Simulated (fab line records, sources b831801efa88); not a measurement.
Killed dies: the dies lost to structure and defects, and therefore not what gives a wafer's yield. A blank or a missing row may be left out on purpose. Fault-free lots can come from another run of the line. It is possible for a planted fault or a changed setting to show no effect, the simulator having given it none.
The tool behind it: which one?    flow gf180mcu    14 lots with 41 wafers sampled at 4 steps, on a route of 602 steps

## WHAT EACH GAUGE READ, for each wafer
GF_MIM_RS_MEAS_10: uses a four-point probe to measure. Usual: MIM_ALCU_RS 0.1602 ohm/sq, standard deviation 0.002.
lot   measured      on             MIM_ALCU_RS (ohm/sq)  flag
L323  day 24 17:44  film metro-02  0.1569 0.1574 0.1582  
L324  day 25 05:20  film metro-02  0.1581 0.1619 0.1621  
L325  day 25 20:26  film metro-01  0.1592 0.1627 0.1630  
L326  day 26 08:47  film metro-02  0.1640 0.1633 0.1602  
L327  day 26 11:27  film metro-03  0.1614 0.1597 0.1600  
L328  day 26 14:40  film metro-02  0.1574 0.1577 0.1584  
L331  day 27 20:37  film metro-01  0.1597 0.1607 0.1605  
L332  day 28 03:45  film metro-02  0.1623 0.1579 0.1618  
L333  day 28 12:28  film metro-01  0.1591 0.1621 0.1601  
L334  day 28 16:34  film metro-03  0.1612 0.1611 0.1607  
L336  day 29 04:49  film metro-02  0.1605 0.1581         
L337  day 29 11:03  film metro-01  0.1598 0.1594 0.1595  
L342  day 30 19:22  film metro-01  0.1588 0.1591 0.1605  
L343  day 31 06:28  film metro-02  0.1617 0.1609 0.1611  

GF_M5_OVL_MEAS_08. Usual: M5_OVL -1 nm, standard deviation 6.5.
lot   measured      on          M5_OVL (nm)  flag
L323  day 26 14:16  overlay-02  -5 -7 3      
L324  day 27 00:57  overlay-01  -11 -5 -7    
L325  day 27 15:45  overlay-02  -4 -6 -8     
L326  day 28 03:52  overlay-01  9 7 11       
L327  day 28 06:36  overlay-01  -3 -5 0      
L328  day 28 09:16  overlay-02  -6 -7 -4     
L331  day 29 13:55  overlay-01  2 3 -1       
L332  day 29 20:10  overlay-02  -1 3 6       
L333  day 30 04:06  overlay-02  -1 2 -3      
L334  day 30 07:34  overlay-01  -11 -8 -12   
L336  day 30 19:19  overlay-02  -1 0         
L337  day 31 01:13  overlay-01  -8 -9 -12    
L342  day 32 07:21  overlay-01  0 -1 -3      
L343  day 32 17:19  overlay-01  0 4 -2       

## EACH LOT AND THE TOOL THAT RAN IT (in order: tool; ch and the chambers of the sampled wafers; start)
lot   GF_CONTACT_CMP_27              GF_MIM_SPUTTER_07
L323  cmp-01 ch 0,1,2, day 16 05:58  pvd sputter-02, day 24 17:36
L324  cmp-01 ch 0,1,3, day 16 18:19  pvd sputter-02, day 25 05:14
L325  cmp-02 ch 0,2,3, day 17 11:35  pvd sputter-04, day 25 20:20
L326  cmp-02 ch 0,1,2, day 18 01:44  pvd sputter-01, day 26 08:41
L327  cmp-01 ch 0,1,3, day 18 03:04  pvd sputter-02, day 26 11:19
L328  cmp-01 ch 1,2, day 18 05:56    pvd sputter-02, day 26 14:31
L331  cmp-01 ch 0,1, day 19 17:35    pvd sputter-02, day 27 20:30
L332  cmp-02 ch 1,3, day 20 01:25    pvd sputter-04, day 28 03:39
L333  cmp-02 ch 0,1,2, day 20 09:27  pvd sputter-01, day 28 12:21
L334  cmp-02 ch 0,2,3, day 20 17:36  pvd sputter-01, day 28 16:28
L336  cmp-02 ch 0, day 21 07:32      pvd sputter-01, day 29 04:40
L337  cmp-02 ch 0,1, day 21 12:47    pvd sputter-04, day 29 10:55
L342  cmp-01 ch 1,2, day 23 06:19    pvd sputter-02, day 30 19:16
L343  cmp-01 ch 1,2,3, day 23 18:35  pvd sputter-04, day 31 06:22
- GF_CONTACT_CMP_27: polishes, stops on SiO2, t overpolish 15 s, target thk 0 nm.
- GF_MIM_SPUTTER_07: material TiN, target thk 60 nm, time 50 s.

## WHAT THE TOOLS THEMSELVES READ (means of the sampled wafers that have a number; where no wafer has one, the mark that the record gives instead)
GF_CONTACT_CMP_27. Usual: motor current A 10.3 A, standard deviation 0.79; overpolish run s 15.001 s, standard deviation 0.0084; time to endpoint s 74 s, standard deviation 4.4.
lot   tool    motor current A (A)  overpolish run s (s)  time to endpoint s (s)  flag
L323  cmp-01  9.8                  15.000                78                      
L324  cmp-01  10.0                 15.002                75                      
L325  cmp-02  10.8                 15.004                74                      
L326  cmp-02  11.0                 15.009                69                      
L327  cmp-01  10.4                 15.005                68                      
L328  cmp-01  9.9                  15.000                73                      
L331  cmp-01  10.2                 15.004                73                      
L332  cmp-02  10.1                 14.997                74                      
L333  cmp-02  11.2                 15.001                71                      
L334  cmp-02  10.9                 14.996                73                      
L336  cmp-02  11.9                 15.003                80                      
L337  cmp-02  11.4                 15.014                78                      
L342  cmp-01  9.9                  15.003                71                      
L343  cmp-01  10.2                 15.003                72                      

GF_MIM_SPUTTER_07. Usual: throttle valve pct at 30.0 %, with a standard deviation of 1.2.
lot   tool            throttle valve pct (%)  flag
L323  pvd sputter-02  30.8                    
L324  pvd sputter-02  30.6                    
L325  pvd sputter-04  30.0                    
L326  pvd sputter-01  30.3                    
L327  pvd sputter-02  30.2                    
L328  pvd sputter-02  30.1                    
L331  pvd sputter-02  30.8                    
L332  pvd sputter-04  30.1                    
L333  pvd sputter-01  31.1                    
L334  pvd sputter-01  31.3                    
L336  pvd sputter-01  30.2                    
L337  pvd sputter-04  29.5                    
L342  pvd sputter-02  29.9                    
L343  pvd sputter-04  28.8                    

## THE ANSWER, worked out from the rows above alone
Rule: lot off if the mean of its wafers having a number is beyond 3 standard deviations from the usual mean. Also off: a lot with no number at a reading for which 4 or more lots have one. Any other lot the step has rows for is counted as sound. After the gauges, taken in route order, come the tools' own readings; for these a lot's mean is taken, as printed above. The first step at which some lot is off is used, and at that step the reading that is off furthest; a lot without a number counts as furthest.
Across all readings shown, no lot is off: no conclusion can be drawn from this.

## WHAT THE SIMULATOR HAD INSERTED
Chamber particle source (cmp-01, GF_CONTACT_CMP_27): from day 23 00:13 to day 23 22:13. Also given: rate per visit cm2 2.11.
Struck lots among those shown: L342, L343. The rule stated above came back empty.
